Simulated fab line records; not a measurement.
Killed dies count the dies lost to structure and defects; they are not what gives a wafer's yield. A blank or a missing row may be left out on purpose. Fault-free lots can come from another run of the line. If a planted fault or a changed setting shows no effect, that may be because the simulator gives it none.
Struck lot and sound lot, side by side	flow sky130	43 out of 708 route steps
Sound: these wafers, L508.1, L508.2, L508.5. Struck: wafers L517.1, L517.3, L517.5. The cause comes at the end.
At each step with rows: each side's tool, then ch and its chambers, then its first start. Under that, the readings that differ: sound wafers	struck wafers	difference of the means	sigmas: that difference in standard deviations of wafers without a fault.
alike: a reading whose means differ by less than 2 such deviations, as well as words and numbers matching on both sides. not compared: withheld readings; readings where some wafer has no value; bounds like >300 that might hide an equal value; numbers whose values overlap and for which the record gives no deviation.
A row with sigmas, a row that says differs or no value, or rows on one side alone: a step with any of these is where the two part. Non-overlapping numbers with no deviation appear without sigmas and do not part them. A reading that every wafer of one side lacks parts them only if that side has two wafers or more.

SKY_VIA2_OVL_MEAS_13:
  sound on overlay-02 at day 37 06:09; struck on overlay-02 at day 39 20:30
  alike: VIA2_OVL
SKY_VIA2_ETCH_14: etches BARC in N2/H2, stops on SiO2, time 45.9 s, target depth 60 nm.
  sound on rie_diel-01 ch 1,3, day 37 06:11; struck on rie_diel-04 ch 1,2,3, day 39 20:32
  alike: chamber_pressure_mTorr, drypump_motor_current_A, oes_product_au, throttle_valve_pct
  not compared: rf_hours_counter_h
then, 1 step without rows for these wafers: SKY_VIA2_ETCH_15 (etches SiO2 in C4F8/O2/Ar, stops on TiN, target depth 546 nm, time 84 s).
SKY_VIA2_STRIP_16: strips in O2/N2.
  sound on plasma_asher-01 ch 0,1, day 37 06:17; struck on plasma_asher-01 ch 0, day 39 20:38
  alike: chamber_pressure_mTorr, drypump_motor_current_A, oes_product_au, strip_time_to_endpoint_s
  not compared: rf_hours_counter_h
then, 5 steps without rows for these wafers: SKY_VIA2_STRIP_17 (strips in post etch residue remover, time 1200 s); SKY_VIA2_CLEAN_18 (cleans in IPA, time 180 s); SKY_VIA2_CLEAN_19 (cleans in O3/DIW); SKY_VIA2_SPUTTER_20 (material TiN, target thk 20 nm, time 80 s); SKY_VIA2_CVD_21 (deposits W, target thk 420 nm, time 126.4 s).
SKY_VIA2_RS_MEAS_22: uses a four-point probe to measure.
  sound on film_metro-01 at day 37 07:07; struck on film_metro-03 at day 39 21:26
  alike: VIA2_W_RS
SKY_VIA2_THK_MEAS_23: measures by xrf.
  sound on film_metro-01 at day 37 07:14; struck on film_metro-03 at day 39 21:33
  alike: VIA2_W_THK
SKY_VIA2_CMP_24: polishes, stops on SiO2, t overpolish 20 s, target thk 0 nm.
  sound on cmp-02 ch 0,1,2, day 37 07:24; struck on cmp-02 ch 0,1,2, day 39 21:37
  alike: head_pressure_psi, motor_current_A, overpolish_run_s, time_to_endpoint_s
SKY_METAL3_SPUTTER_00: material Ti, target thk 15 nm, time 10 s.
  sound on pvd_sputter-02 at day 37 07:36; struck on pvd_sputter-02 at day 39 21:55
  alike: throttle_valve_pct
then, 4 steps without rows for these wafers: SKY_METAL3_SPUTTER_01 (material TiN, target thk 20 nm, time 16.7 s); SKY_METAL3_SPUTTER_02 (material AlCu, target thk 735 nm, time 39.1 s); SKY_METAL3_SPUTTER_03 (material Ti, target thk 5 nm, time 3.3 s); SKY_METAL3_SPUTTER_04 (material TiN, target thk 70 nm, time 58.3 s).
SKY_CAPM_CVD_00: deposits SiO2, target thk 15.5 nm.
  sound on pecvd-03 ch 0,1,2, day 37 07:45; struck on pecvd-01 ch 0,1,2, day 39 22:04
  alike: heater_power_w
SKY_CAPM_THK_MEAS_01:
  sound on film_metro-02 at day 37 07:46; struck on film_metro-02 at day 39 22:05
  alike: CAPM_CVD_00_THK
SKY_CAPM_SPUTTER_02: material TiN, target thk 200 nm, time 166.7 s.
  sound on pvd_sputter-01 at day 37 07:50; struck on pvd_sputter-04 at day 39 22:09
  alike: throttle_valve_pct
SKY_CAPM_RS_MEAS_03: uses a four-point probe to measure.
  sound on film_metro-03 at day 37 07:56; struck on film_metro-01 at day 39 22:16
  alike: CAPM_TIN_RS
SKY_CAPM_THK_MEAS_04: measures by xrf.
  sound on film_metro-03 at day 37 08:04; struck on film_metro-01 at day 39 22:23
  alike: CAPM_TIN_THK
then, 7 steps without rows for these wafers: SKY_CAPM_DEHYDRATE_05 (time 60 s); SKY_CAPM_HMDS_06 (prime time 60 s); SKY_CAPM_COAT_07 (resist thk 1140 nm); SKY_CAPM_SOFTBAKE_08 (time 60 s); SKY_CAPM_EXPOSE_09 (exposes mask CAPM, target cd 1000 nm); SKY_CAPM_PEB_10; SKY_CAPM_DEVELOP_11 (develop time 60 s).
SKY_CAPM_OVL_MEAS_12:
  sound on overlay-02 at day 38 09:29; struck on overlay-02 at day 40 22:20
  alike: CAPM_OVL
then, 12 steps without rows for these wafers: SKY_CAPM_METAL_ETCH_13 (etches TiN in Cl2/BCl3, stops on SiO2, target depth 220 nm, time 62.9 s); SKY_CAPM_STRIP_14 (strips in O2/N2); SKY_CAPM_STRIP_15 (strips in post etch residue remover, time 1200 s); SKY_CAPM_CLEAN_16 (cleans in IPA, time 180 s); SKY_CAPM_CLEAN_17 (cleans in O3/DIW); SKY_METAL3_DEHYDRATE_05 (time 60 s); SKY_METAL3_HMDS_06 (prime time 60 s); SKY_METAL3_COAT_07 (resist thk 60 nm); SKY_METAL3_COAT_08 (resist thk 1140 nm); SKY_METAL3_SOFTBAKE_09 (time 90 s); SKY_METAL3_EXPOSE_10 (exposes mask MM3, target cd 300 nm); SKY_METAL3_PEB_11.
-- the record jumps here: 8 days lie between the struck wafers' starts before and after (it left off in module METAL3 and takes up again in module PAD_OPEN, whose first step shown is number 708 of the route) --
SKY_PAD_OPEN_PROBE_99:
  sound on prober-01 at day 46 12:18; struck on prober-01 at day 48 13:40
reading	sound	struck	difference	sigmas
hold	- - -	await_dispo/2.8h/release await_dispo/2.8h/release await_dispo/2.8h/release	no value on the sound wafers	
defect_limited_yield (%)	83.9 83.9 82.1	71.5 76.6 71.3	-10.2	-6
killed_at_M0_to_M3	40 33 48	93 61 102	+45	+7
killed_dies	79 79 88	140 115 141	+50	+6
killed_on_rim	11 22 16	24 29 33	+12	+4
sort_bin_3_pad_short (%)	0.8 0.2 0.8	4.7 3.0 3.5	+3.1	+7
sort_bin_5_function (%)	9.3 10.8 10.0	16.5 14.8 18.3	+6.5	+4
sort_n_pass	413 413 404	352 377 351	-50	-6
sort_yield_pct (%)	83.9 83.9 82.1	71.5 76.6 71.3	-10.2	-6
model.etest.tester.sort_n_pass	413 413 404	352 377 351	-50	
model.etest.tester.sort_yield_pct (%)	83.94 83.94 82.11	71.54 76.63 71.34	-10.16	
model.etest.tester.sort_bin_5_pct (%)	9.35 10.77 9.959	16.46 14.84 18.29	+6.50	
model.etest.tester.sort_bin_3_pct (%)	0.813 0.2033 0.813	4.675 3.049 3.455	+3.117	
  alike: killed_at_M4_up, killed_at_contacts, killed_at_front_end, killed_at_other, killed_open, killed_short, sort_bin_6_memory

WHERE THEY PART
Only at SKY_PAD_OPEN_PROBE_99, as far as this record shows.

WHY: whatever the simulator had introduced
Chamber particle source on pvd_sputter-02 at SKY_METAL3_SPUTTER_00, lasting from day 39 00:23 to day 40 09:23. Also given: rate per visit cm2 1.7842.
